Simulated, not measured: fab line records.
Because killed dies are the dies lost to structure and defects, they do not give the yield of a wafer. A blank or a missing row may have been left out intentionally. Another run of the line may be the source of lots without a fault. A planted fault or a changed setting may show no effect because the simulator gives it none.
fab line records ; flow gf180mcu
record lots=14; wafers=42; last-day=34
route steps=602 shown NWELL@52 LVPWELL@64 VT_IMPLANT@100 PSD@261 CONTACT@303
lots untouched by any fault: they come from a run of this same line in which no faults occurred
start-h: hours from the record's opening day to when the first of the lot's shown wafers began ; wait-h: how many hours have passed since the lot's step before this one ; " repeats the value in the row above ; L1.1+2: a row that stands for several wafers ; - either no value or no given start ; * or withheld: withheld ; < > ~ a bound
route shown NAME@n: NAME is a module with steps in the file, n the number in the route of the first one ; usual: the fault-free wafers' mean and standard deviation ; same: alike in all rows ; chamber/n: place in a boat ; sites: the reading at each site ; _std_site: standard deviation of those values ; _edge_site: inner sites' mean taken away from outer sites' mean ; radius-mm: for every site, how far away it sits from the centre of the wafer ; mask NAME#n: copy n ; behind: the most recent tool/chamber to have shaped the wafer ; hold: what put the lot on hold/how long, in hours/how the hold closed ; device: the transistor (n, p or np) that didn't switch ; end of line: the tests these same wafers got at the end of their route ; a step without rows: its recipe alone ; killed: the dies lost at the first sort to structure and to defects; this is not the yield of the wafer ; map: per-die view of a wafer (x killed, . not killed, _ where there is no die)
set.NAME: the setting the step ran with; set.NAME@STEP: the setting that earlier step ran with ; model.NAME: the simulator's own value behind a step, which no gauge read
route steps across a sampled set of lots; one table per step, one row per wafer
services: from which hour (start-h, from the record's first day; less than 0 if before it) a tool's chamber was out of use, for how many hours, and why
## steps
# step GF_NWELL_STRIP_10
# recipe chemistry=O2/N2; power-w=1400; pressure-mtorr=1500; platen-temp-c=250; o2-flow-sccm=3000; n2-flow-sccm=300; overash-fraction=0.5
# usual chamber-pressure-mTorr=1500.1/1.4; drypump-motor-current-A=5.6/0.53; heater-power-w=338/25; oes-product-au=0.723/0.0049; strip-time-to-endpoint-s=36.98/0.11
lot.wafer;tool;chamber;start-h;wait-h;chamber-pressure-mTorr;drypump-motor-current-A;heater-power-w;oes-product-au;rf-hours-counter-h;strip-time-to-endpoint-s
L829.1;plasma-asher-01;0;56.60;0.1;1501.0;4.7;368;0.723;27;37.03
L829.3;plasma-asher-01;1;56.60;0.1;1503.5;6.0;333;0.710;-;36.91
L829.5;plasma-asher-01;1;56.60;0.1;1500.3;6.0;332;0.724;-;36.95
L830.1;plasma-asher-03;0;61.40;0.1;1502.8;5.5;285;0.718;47;37.11
L830.2;plasma-asher-03;1;61.40;0.1;1499.3;6.4;332;0.722;47;37.13
L830.6;plasma-asher-03;0;61.40;0.1;1500.9;5.6;291;0.722;-;37.17
L831.1;plasma-asher-03;1;66.25;0.1;1499.1;6.4;343;0.723;48;36.97
L831.3;plasma-asher-03;0;66.25;0.1;1500.6;5.6;283;0.719;-;37.00
L831.4;plasma-asher-03;1;66.25;0.1;1499.0;6.4;345;0.725;-;36.89
L833.3;plasma-asher-01;1;76.47;0.1;1499.5;6.0;326;0.724;-;36.83
L833.5;plasma-asher-01;1;76.47;0.1;1498.0;6.0;324;0.718;-;36.83
L833.6;plasma-asher-01;0;76.47;0.1;1500.8;4.7;370;0.720;-;36.73
L834.2;plasma-asher-01;0;84.28;0.1;1500.8;4.7;362;0.712;30;36.83
L834.3;plasma-asher-01;1;84.28;0.1;1499.7;6.0;321;0.723;-;36.86
L834.4;plasma-asher-01;0;84.28;0.1;1500.2;4.7;365;0.728;-;36.91
L836.2;plasma-asher-02;0;93.29;0.1;1499.0;5.3;344;0.717;43;37.01
L836.4;plasma-asher-02;1;93.29;0.1;1499.2;5.7;354;0.725;-;37.05
L836.5;plasma-asher-02;0;93.29;0.1;1499.7;5.3;357;0.723;-;36.88
L837.3;plasma-asher-03;0;97.57;0.1;1500.9;5.5;295;0.725;-;37.04
L837.4;plasma-asher-03;1;97.57;0.1;1499.3;6.3;345;0.718;-;37.12
L837.6;plasma-asher-03;0;97.57;0.1;1499.2;5.5;298;0.728;-;37.13
L839.1;plasma-asher-02;0;118.04;0.1;1500.3;5.3;339;0.725;0;36.84
L839.3;plasma-asher-02;0;118.04;0.1;1502.6;5.4;335;0.723;-;36.87
L839.5;plasma-asher-02;1;118.04;0.1;1501.0;5.7;364;0.718;-;36.92
L840.2;plasma-asher-02;1;126.29;0.1;1500.6;5.7;363;0.721;1;37.12
L840.3;plasma-asher-02;1;126.29;0.1;1500.8;5.7;372;0.724;-;37.06
L840.4;plasma-asher-02;0;126.29;0.1;1499.5;5.3;340;0.725;-;37.12
L841.2;plasma-asher-03;1;126.63;0.1;1503.1;6.4;337;0.733;54;36.89
L841.4;plasma-asher-03;0;126.63;0.1;1502.5;5.6;291;0.726;-;37.00
L841.5;plasma-asher-03;0;126.63;0.1;1499.6;5.5;286;0.719;-;36.90
L843.1;plasma-asher-01;1;134.68;0.1;1497.7;6.0;325;0.728;35;37.04
L843.5;plasma-asher-01;0;134.68;0.1;1499.8;4.7;367;0.723;-;37.06
L843.6;plasma-asher-01;1;134.68;0.1;1501.8;6.0;320;0.724;-;37.06
L848.3;plasma-asher-01;0;158.27;0.1;-;-;-;-;-;-
L848.4;plasma-asher-01;1;158.27;0.1;-;-;-;-;-;-
L848.6;plasma-asher-01;1;158.27;0.1;-;-;-;-;-;-
L849.2;plasma-asher-02;0;164.99;0.1;-;-;-;-;-;-
L849.3;plasma-asher-02;0;164.99;0.1;-;-;-;-;-;-
L849.4;plasma-asher-02;1;164.99;0.1;-;-;-;-;-;-
L850.2;plasma-asher-03;0;177.94;0.1;1498.9;5.5;289;0.732;60;36.94
L850.4;plasma-asher-03;1;177.94;0.1;1499.9;6.4;353;0.721;-;36.93
L850.6;plasma-asher-03;1;177.94;0.1;1502.1;6.4;338;0.716;-;36.84
# step GF_LVPWELL_STRIP_10
# recipe chemistry=O2/N2; power-w=1400; pressure-mtorr=1500; platen-temp-c=250; o2-flow-sccm=3000; n2-flow-sccm=300; overash-fraction=0.5
# usual chamber-pressure-mTorr=1499.9/1.5; drypump-motor-current-A=5.7/0.53; heater-power-w=326/24; oes-product-au=0.722/0.0047; strip-time-to-endpoint-s=36.99/0.1
lot.wafer;tool;chamber;start-h;wait-h;chamber-pressure-mTorr;drypump-motor-current-A;heater-power-w;oes-product-au;rf-hours-counter-h;strip-time-to-endpoint-s
L829.1;plasma-asher-01;0;69.83;0.1;1502.4;4.7;361;0.720;28;37.03
L829.3;plasma-asher-01;0;69.83;0.1;1501.3;4.7;363;0.725;-;36.96
L829.5;plasma-asher-01;1;69.83;0.1;1499.1;6.0;322;0.715;-;36.95
L830.1;plasma-asher-04;0;75.09;0.1;1501.1;5.3;311;0.723;36;36.88
L830.2;plasma-asher-04;1;75.09;0.1;1500.5;6.1;331;0.721;36;36.83
L830.6;plasma-asher-04;1;75.09;0.1;1499.1;6.1;349;0.722;-;36.89
L831.1;plasma-asher-03;1;80.49;0.1;1501.1;6.4;347;0.714;49;36.93
L831.3;plasma-asher-03;1;80.49;0.1;1499.4;6.4;348;0.732;-;36.87
L831.4;plasma-asher-03;0;80.49;0.1;1500.1;5.5;283;0.718;-;36.92
L833.3;plasma-asher-01;0;89.66;0.1;1500.1;4.7;359;0.732;-;37.03
L833.5;plasma-asher-01;0;89.66;0.1;1500.6;4.7;371;0.721;-;36.92
L833.6;plasma-asher-01;1;89.66;0.1;1498.0;6.0;323;0.718;-;36.93
L834.2;plasma-asher-04;1;97.12;0.1;1500.0;6.1;337;0.720;38;36.98
L834.3;plasma-asher-04;0;97.12;0.1;1501.1;5.3;325;0.725;-;36.92
L834.4;plasma-asher-04;1;97.12;0.1;1501.4;6.1;329;0.726;-;36.93
L836.2;plasma-asher-04;1;107.78;0.1;1500.7;6.1;334;0.713;39;36.84
L836.4;plasma-asher-04;0;107.78;0.1;1498.5;5.3;317;0.721;-;36.96
L836.5;plasma-asher-04;1;107.78;0.1;1497.4;6.1;332;0.723;-;36.92
L837.3;plasma-asher-01;1;111.67;0.1;1497.7;6.0;329;0.719;-;36.86
L837.4;plasma-asher-01;0;111.67;0.1;1498.9;4.7;362;0.726;-;36.93
L837.6;plasma-asher-01;0;111.67;0.1;1499.0;4.7;360;0.726;-;36.92
L839.1;plasma-asher-01;0;133.08;0.1;1501.0;4.7;361;0.722;34;37.09
L839.3;plasma-asher-01;0;133.08;0.1;1500.3;4.7;358;0.722;-;37.14
L839.5;plasma-asher-01;1;133.08;0.1;1501.9;6.0;319;0.726;-;37.13
L840.2;plasma-asher-01;0;141.73;0.1;1499.0;4.7;371;0.718;35;37.03
L840.3;plasma-asher-01;0;141.73;0.1;1498.4;4.7;359;0.714;-;36.96
L840.4;plasma-asher-01;1;141.73;0.1;1498.6;6.0;316;0.731;-;36.94
L841.2;plasma-asher-04;0;142.08;0.1;1500.2;5.3;307;0.720;43;36.94
L841.4;plasma-asher-04;0;142.08;0.1;1502.9;5.3;317;0.722;-;36.92
L841.5;plasma-asher-04;0;142.08;0.1;1498.2;5.3;314;0.719;-;37.03
L843.1;plasma-asher-04;0;150.58;0.1;1501.7;5.3;324;0.722;44;36.83
L843.5;plasma-asher-04;1;150.58;0.1;1501.1;6.1;343;0.712;-;36.95
L843.6;plasma-asher-04;0;150.58;0.1;1500.7;5.3;312;0.723;-;36.93
L848.3;plasma-asher-04;1;174.80;0.1;1499.7;6.1;341;0.745;-;81.55
L848.4;plasma-asher-04;0;174.80;0.1;1499.9;5.3;322;0.742;-;81.30
L848.6;plasma-asher-04;0;174.80;0.1;1498.5;5.3;310;0.738;-;81.56
L849.2;plasma-asher-03;1;181.73;0.1;1499.0;6.4;344;0.750;60;81.71
L849.3;plasma-asher-03;0;181.73;0.1;1503.0;5.5;289;0.737;-;81.83
L849.4;plasma-asher-03;1;181.73;0.1;1498.5;6.4;340;0.751;-;81.82
L850.2;plasma-asher-01;1;195.03;0.1;1502.4;6.0;327;0.718;41;36.89
L850.4;plasma-asher-01;0;195.03;0.1;1501.7;4.8;360;0.721;-;36.98
L850.6;plasma-asher-01;0;195.03;0.1;1500.1;4.7;360;0.721;-;36.96
# step GF_LVPWELL_TW_MEAS_11
# usual LVPWELL_TW=564/3.1
lot.wafer;tool;chamber;start-h;wait-h;LVPWELL_TW
L829.1;film-metro-01;-;69.93;0.1;565
L829.3;film-metro-01;-;69.93;0.1;564
L829.5;film-metro-01;-;69.93;0.1;569
L830.1;film-metro-03;-;75.19;0.1;568
L830.2;film-metro-03;-;75.19;0.1;568
L830.6;film-metro-03;-;75.19;0.1;568
L831.1;film-metro-03;-;80.59;0.1;568
L831.3;film-metro-03;-;80.59;0.1;568
L831.4;film-metro-03;-;80.59;0.1;565
L833.3;film-metro-01;-;89.75;0.1;564
L833.5;film-metro-01;-;89.75;0.1;568
L833.6;film-metro-01;-;89.75;0.1;567
L834.2;film-metro-03;-;97.23;0.1;562
L834.3;film-metro-03;-;97.23;0.1;563
L834.4;film-metro-03;-;97.23;0.1;564
L836.2;film-metro-04;-;107.89;0.1;559
L836.4;film-metro-04;-;107.89;0.1;559
L836.5;film-metro-04;-;107.89;0.1;559
L837.3;film-metro-03;-;111.76;0.1;565
L837.4;film-metro-03;-;111.76;0.1;564
L837.6;film-metro-03;-;111.76;0.1;562
L839.1;film-metro-01;-;133.18;0.1;568
L839.3;film-metro-01;-;133.18;0.1;566
L839.5;film-metro-01;-;133.18;0.1;569
L840.2;film-metro-03;-;141.84;0.1;565
L840.3;film-metro-03;-;141.84;0.1;566
L840.4;film-metro-03;-;141.84;0.1;566
L841.2;film-metro-04;-;142.19;0.1;559
L841.4;film-metro-04;-;142.19;0.1;563
L841.5;film-metro-04;-;142.19;0.1;564
L843.1;film-metro-01;-;150.68;0.1;566
L843.5;film-metro-01;-;150.68;0.1;561
L843.6;film-metro-01;-;150.68;0.1;563
L848.3;film-metro-04;-;174.89;0.1;30
L848.4;film-metro-04;-;174.89;0.1;30
L848.6;film-metro-04;-;174.89;0.1;30
L849.2;film-metro-03;-;181.84;0.1;30
L849.3;film-metro-03;-;181.84;0.1;30
L849.4;film-metro-03;-;181.84;0.1;30
L850.2;film-metro-03;-;195.14;0.1;565
L850.4;film-metro-03;-;195.14;0.1;563
L850.6;film-metro-03;-;195.14;0.1;566
# step GF_VT_IMPLANT_TW_MEAS_10
# usual VT_IMPLANT_TW=565.7/2.9
lot.wafer;tool;chamber;start-h;wait-h;VT_IMPLANT_TW
L829.1;film-metro-02;-;110.18;0.1;561.6
L829.3;film-metro-02;-;110.18;0.1;562.4
L829.5;film-metro-02;-;110.18;0.1;560.6
L830.1;film-metro-04;-;116.59;0.1;563.3
L830.2;film-metro-04;-;116.59;0.1;567.0
L830.6;film-metro-04;-;116.59;0.1;564.3
L831.1;film-metro-02;-;122.43;0.1;563.9
L831.3;film-metro-02;-;122.43;0.1;565.1
L831.4;film-metro-02;-;122.43;0.1;565.9
L833.3;film-metro-04;-;133.35;0.1;564.0
L833.5;film-metro-04;-;133.35;0.1;566.3
L833.6;film-metro-04;-;133.35;0.1;568.1
L834.2;film-metro-03;-;140.80;0.1;572.0
L834.3;film-metro-03;-;140.80;0.1;567.5
L834.4;film-metro-03;-;140.80;0.1;569.1
L836.2;film-metro-02;-;152.60;0.1;562.0
L836.4;film-metro-02;-;152.60;0.1;563.5
L836.5;film-metro-02;-;152.60;0.1;564.4
L837.3;film-metro-04;-;157.15;0.1;562.6
L837.4;film-metro-04;-;157.15;0.1;560.7
L837.6;film-metro-04;-;157.15;0.1;563.9
L839.1;film-metro-04;-;179.29;0.1;567.9
L839.3;film-metro-04;-;179.29;0.1;564.0
L839.5;film-metro-04;-;179.29;0.1;565.6
L840.2;film-metro-02;-;189.05;0.1;560.2
L840.3;film-metro-02;-;189.05;0.1;560.9
L840.4;film-metro-02;-;189.05;0.1;562.1
L841.2;film-metro-04;-;189.94;0.1;563.1
L841.4;film-metro-04;-;189.94;0.1;564.6
L841.5;film-metro-04;-;189.94;0.1;564.8
L843.1;film-metro-03;-;200.29;0.1;568.3
L843.5;film-metro-03;-;200.29;0.1;567.9
L843.6;film-metro-03;-;200.29;0.1;565.9
L848.3;film-metro-02;-;226.99;0.1;568.5
L848.4;film-metro-02;-;226.99;0.1;566.1
L848.6;film-metro-02;-;226.99;0.1;568.5
L849.2;film-metro-02;-;232.84;0.1;565.9
L849.3;film-metro-02;-;232.84;0.1;567.2
L849.4;film-metro-02;-;232.84;0.1;567.2
L850.2;film-metro-03;-;248.85;0.1;566.3
L850.4;film-metro-03;-;248.85;0.1;568.1
L850.6;film-metro-03;-;248.85;0.1;568.2
# step GF_PSD_RTA_13
# recipe temp-c=1025; time-s=20; ambient=N2
# usual chamber-o2-ppm=1.997/0.019; lamp-power-pct=33/6.2; wafer_temp_C_max=1028.5/1.1
lot.wafer;tool;chamber;start-h;wait-h;chamber-o2-ppm;lamp-power-pct;wafer_temp_C_max
L829.1;rtp-anneal-01;0;316.75;0.0;2.009;38;1028.4
L829.3;rtp-anneal-01;0;316.75;0.0;1.997;38;1028.8
L829.5;rtp-anneal-01;0;316.75;0.0;2.026;38;1027.4
L830.1;rtp-anneal-01;0;322.23;0.0;2.040;38;1028.4
L830.2;rtp-anneal-01;0;322.23;0.0;2.005;38;1028.5
L830.6;rtp-anneal-01;0;322.23;0.0;2.028;38;1027.4
L831.1;rtp-anneal-01;0;331.07;0.0;2.004;38;1029.0
L831.3;rtp-anneal-01;0;331.07;0.0;2.001;38;1027.4
L831.4;rtp-anneal-01;0;331.07;0.0;2.016;38;1027.9
L833.3;rtp-anneal-01;0;347.29;0.0;2.033;38;1028.7
L833.5;rtp-anneal-01;0;347.29;0.0;2.008;38;1027.5
L833.6;rtp-anneal-01;0;347.29;0.0;2.021;38;1027.5
L834.2;rtp-anneal-02;0;353.53;0.0;2.004;25;1029.9
L834.3;rtp-anneal-02;0;353.53;0.0;1.955;25;1028.6
L834.4;rtp-anneal-02;0;353.53;0.0;1.996;25;1029.5
L836.2;rtp-anneal-01;0;378.03;0.0;2.017;38;1027.8
L836.4;rtp-anneal-01;0;378.03;0.0;1.972;38;1026.8
L836.5;rtp-anneal-01;0;378.03;0.0;1.987;38;1027.5
L837.3;rtp-anneal-02;0;378.92;0.0;1.995;25;1029.8
L837.4;rtp-anneal-02;0;378.92;0.0;1.995;25;1029.7
L837.6;rtp-anneal-02;0;378.92;0.0;1.981;25;1029.4
L839.1;rtp-anneal-01;0;409.79;0.0;1.990;38;1027.3
L839.3;rtp-anneal-01;0;409.79;0.0;1.970;38;1027.8
L839.5;rtp-anneal-01;0;409.79;0.0;1.982;38;1027.5
L840.2;rtp-anneal-01;0;420.87;0.0;2.032;38;1029.0
L840.3;rtp-anneal-01;0;420.87;0.0;2.005;38;1026.9
L840.4;rtp-anneal-01;0;420.87;0.0;2.014;38;1026.5
L841.2;rtp-anneal-01;0;425.53;0.0;2.000;38;1027.8
L841.4;rtp-anneal-01;0;425.53;0.0;1.985;38;1027.1
L841.5;rtp-anneal-01;0;425.53;0.0;2.018;38;1028.4
L843.1;rtp-anneal-02;0;436.26;0.0;1.953;25;1029.5
L843.5;rtp-anneal-02;0;436.26;0.0;1.975;25;1030.6
L843.6;rtp-anneal-02;0;436.26;0.0;2.000;25;1028.5
L848.3;rtp-anneal-02;0;478.62;0.0;1.973;25;1030.7
L848.4;rtp-anneal-02;0;478.62;0.0;1.997;25;1029.4
L848.6;rtp-anneal-02;0;478.62;0.0;1.993;25;1029.0
L849.2;rtp-anneal-01;0;484.31;0.0;2.008;38;1027.5
L849.3;rtp-anneal-01;0;484.31;0.0;2.003;38;1027.7
L849.4;rtp-anneal-01;0;484.31;0.0;1.973;38;1028.0
L850.2;rtp-anneal-01;0;504.21;0.0;1.968;38;1027.5
L850.4;rtp-anneal-01;0;504.21;0.0;1.997;38;1027.8
L850.6;rtp-anneal-01;0;504.21;0.0;2.004;38;1027.8
# step GF_CONTACT_ETCH_16
# recipe chemistry=N2/H2; target-depth-a=withheld; overetch-a=withheld; time-s=withheld; target=BARC; ion-energy-ev=200; source-w=500; bias-w=100; pressure-mtorr=30; n2-flow-sccm=100; h2-flow-sccm=200
# usual drypump-motor-current-A=5.7/0.51; oes-product-au=0.855/0.0053; throttle-valve-pct=13.224/0.01
lot.wafer;tool;chamber;start-h;wait-h;drypump-motor-current-A;oes-product-au;throttle-valve-pct
L829.1;rie-diel-04;2;362.38;0.0;5.7;0.861;13.224
L829.3;rie-diel-04;3;362.38;0.0;5.7;0.859;13.203
L829.5;rie-diel-04;2;362.38;0.0;5.8;0.867;13.229
L830.1;rie-diel-02;0;365.68;0.0;4.9;0.856;13.240
L830.2;rie-diel-02;1;365.68;0.0;5.6;0.857;13.233
L830.6;rie-diel-02;1;365.68;0.0;5.5;0.861;13.223
L831.1;rie-diel-02;3;376.69;0.0;6.6;0.863;13.217
L831.3;rie-diel-02;0;376.69;0.0;5.0;0.845;13.203
L831.4;rie-diel-02;2;376.69;0.0;5.4;0.855;13.211
L833.3;rie-diel-02;0;393.38;0.0;4.9;0.850;13.224
L833.5;rie-diel-02;1;393.38;0.0;5.5;0.851;13.230
L833.6;rie-diel-02;0;393.38;0.0;4.9;0.862;13.224
L834.2;rie-diel-01;2;399.78;0.0;6.3;0.863;13.236
L834.3;rie-diel-01;3;399.78;0.0;6.4;0.855;13.214
L834.4;rie-diel-01;0;399.78;0.0;5.4;0.850;13.209
L836.2;rie-diel-04;1;425.88;0.0;5.6;0.857;13.232
L836.4;rie-diel-04;0;425.88;0.0;5.3;0.866;13.235
L836.5;rie-diel-04;0;425.88;0.0;5.3;0.847;13.226
L837.3;rie-diel-02;3;426.76;0.0;6.6;0.855;13.228
L837.4;rie-diel-02;2;426.76;0.0;5.4;0.859;13.222
L837.6;rie-diel-02;3;426.76;0.0;6.6;0.857;13.217
L839.1;rie-diel-01;0;458.88;0.0;5.5;0.860;13.240
L839.3;rie-diel-01;3;458.88;0.0;6.5;0.855;13.245
L839.5;rie-diel-01;1;458.88;0.0;5.4;0.858;13.222
L840.2;rie-diel-01;2;471.06;0.0;6.3;0.858;13.224
L840.3;rie-diel-01;3;471.06;0.0;6.5;0.849;13.212
L840.4;rie-diel-01;1;471.06;0.0;5.4;0.858;13.209
L841.2;rie-diel-04;2;475.86;0.0;5.7;0.849;13.233
L841.4;rie-diel-04;3;475.86;0.0;5.7;0.862;13.239
L841.5;rie-diel-04;1;475.86;0.0;5.6;0.849;13.212
L843.1;rie-diel-04;1;486.16;0.0;5.6;0.856;13.215
L843.5;rie-diel-04;1;486.16;0.0;5.6;0.847;13.229
L843.6;rie-diel-04;2;486.16;0.0;5.7;0.862;13.231
L848.3;rie-diel-01;3;527.08;0.0;6.5;0.853;13.218
L848.4;rie-diel-01;2;527.08;0.0;6.3;0.853;13.217
L848.6;rie-diel-01;1;527.08;0.0;5.4;0.855;13.225
L849.2;rie-diel-01;0;532.31;0.0;5.4;0.856;13.233
L849.3;rie-diel-01;3;532.31;0.0;6.5;0.848;13.211
L849.4;rie-diel-01;1;532.31;0.0;5.4;0.857;13.213
L850.2;rie-diel-01;0;552.18;0.0;5.4;0.851;13.213
L850.4;rie-diel-01;3;552.18;0.0;6.5;0.847;13.254
L850.6;rie-diel-01;2;552.18;0.0;6.3;0.861;13.226
## services
tool;chamber;start-h;hours;kind
rie-diel-01;2;35.76;3.9;repair
rie-diel-02;-;44.58;0.8;repair
plasma-asher-02;-;50.58;14.4;repair
rie-diel-01;-;70.37;2.2;repair
rie-diel-04;2;71.68;26.1;repair
plasma-asher-01;-;96.86;2.9;repair
rie-diel-04;2;100.60;4.9;repair
plasma-asher-02;-;108.75;9.0;pm
rie-diel-01;0;159.60;6.4;repair
rie-diel-01;0;194.28;10.1;repair
plasma-asher-01;-;250.72;3.2;repair
rie-diel-01;1;285.34;14.3;repair
plasma-asher-03;-;286.57;3.1;repair
rtp-anneal-01;-;293.12;0.7;repair
plasma-asher-04;-;301.47;2.8;pm
rie-diel-01;-;306.19;28.1;pm
plasma-asher-01;-;325.77;2.8;pm
rtp-anneal-01;-;331.99;5.1;pm
rie-diel-01;-;376.73;2.8;pm
rtp-anneal-01;-;397.73;1.7;repair
rie-diel-01;1;413.71;3.0;repair
plasma-asher-03;-;421.25;9.0;pm
plasma-asher-01;-;465.10;15.9;pm
rtp-anneal-01;-;514.30;1.0;pm
## key
first-sign step=GF_NWELL_STRIP_10; reading=tool-record; direction=missing
effect step=GF_LVPWELL_STRIP_10; reading=strip-time-to-endpoint-s; direction=up; sigmas=99+; usual=*; struck=*
effect step=GF_LVPWELL_TW_MEAS_11; reading=LVPWELL_TW; direction=down; sigmas=99+; usual=564; struck=30
met-at GF_NWELL_STRIP_10
struck-lots L848,L849
sort-left-out L848.3,L848.4,L848.6,L849.2,L849.3,L849.4
tester-left-out L848,L849
not-acting-at GF_VT_IMPLANT_TW_MEAS_10,GF_PSD_RTA_13,GF_CONTACT_ETCH_16
onset-between 134.68 158.27
fault kind=skipped-step-whole; tool=plasma-asher-01,plasma-asher-02; chamber=-; onset-h=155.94; steps=GF_NWELL_STRIP_10; scope=struck-lots-only
# tester-left-out: of these lots the tester's yield and bins aren't shown, on N5 and GAA mostly nor the transistor test; their killed dies are dies lost to structure and defects alone, not to doping, threshold or leakage, so they don't give the yield
# sort-left-out: the simulated sort isn't trusted on such a fault, so these wafers' sort isn't shown, and their yield isn't known
